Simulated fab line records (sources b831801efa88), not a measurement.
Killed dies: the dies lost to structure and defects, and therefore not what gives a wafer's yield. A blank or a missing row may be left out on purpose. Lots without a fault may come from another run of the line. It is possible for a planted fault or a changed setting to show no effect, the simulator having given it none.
Code-filled problem report in 8D (eight disciplines) form ; flow gf180mcu ; the parts of the form that need people (team, actions taken, sign-off) are left out

## 1. PROBLEM STATEMENT
rfFwdPowerW at GF_SAB_ETCH_11 reads a mean of 1718 W on 6 wafers of 2 lots; wafers without a fault read 1472 W with a standard deviation of 7.4. Measured from the usual mean, that is +33 standard deviations.
The step: etches SiO2 in C4F8/O2/Ar, target depth 55 nm, time 8.5 s.
First observed at day 19 16:40: wafer L262.1, on rieDiel-02. At this step, 42 wafers from 14 lots have a number in the record. The rule behind "out" and "out of limits": a value lying over 4 standard deviations away from the usual mean. All remaining wafers that have a number are taken as sound.

## 2. WHAT IT IS, WHAT IT ISN'T
question;is;is not
which readings at this step;rfFwdPowerW;-
which lots;L262, L264;L250, L251, L252, L253, L254, L255, L256, L257, L269, L270, L272, L273
which wafers of those lots;all that have a number;-
read on which tools;rieDiel-02;rieDiel-01, rieDiel-04
when;from day 19 16:40;"up to then (24 sound wafers); but 12 sound wafers of L269, L270, L272, L273 came after"

## 3. WHAT RULES OUT EACH SUSPECT
Counting: a tool at a process step up to the reading stays a suspect if it ran every lot that is out and no sound lot after the first of them.
- rieDiel-02 at GF_SAB_ETCH_11 (etches SiO2 in C4F8/O2/Ar, target depth 55 nm, time 8.5 s): kept. It processed each lot that is out, first L262 at day 19 16:40, and no sound lot thereafter; up to then, the last sound lot it processed was L257 at day 17 18:07. On those wafers its own readings are out: rfFwdPowerW.
The count leaves rieDiel-02 at GF_SAB_ETCH_11.

## 4. THE CAUSE (what the simulator had put in)
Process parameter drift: rieDiel-02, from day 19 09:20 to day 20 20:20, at GF_SAB_ETCH_11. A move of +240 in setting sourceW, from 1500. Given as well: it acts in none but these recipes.
Counting left only this tool.

## 5. THE CHAIN OF EFFECTS, in route order
Rows list readings where the struck wafers' mean (over those with a number) sits beyond 3 standard deviations from the usual. Scope: only readings with a usual standard deviation given in the record; hours: median across lots of the time from each lot's start at the first step in this table that gives one to its start at this step; sigmas: change in usual standard deviations.
hours;step;reading;usual;on struck wafers;change;sigmas
0;GF_SAB_ETCH_11;oesProductAu;0.993 a.u.;1.025;+0.032;+3.2
0;GF_SAB_ETCH_11;rfFwdPowerW;1472 W;1718;+246;+33
Here are the process steps it includes:
- GF_SAB_ETCH_11: etches SiO2 in C4F8/O2/Ar, target depth 55 nm, time 8.5 s.
At these later measuring or inspecting steps, every struck wafer for which the step has a row has a number for every such reading, and none has moved that far: GF_CONTACT_CD_MEAS_14.

## 6. WHAT WOULD HAVE CAUGHT IT SOONER
First out-of-limits reading in this record: day 19 16:40, which is 7 hours after fault onset at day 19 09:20.
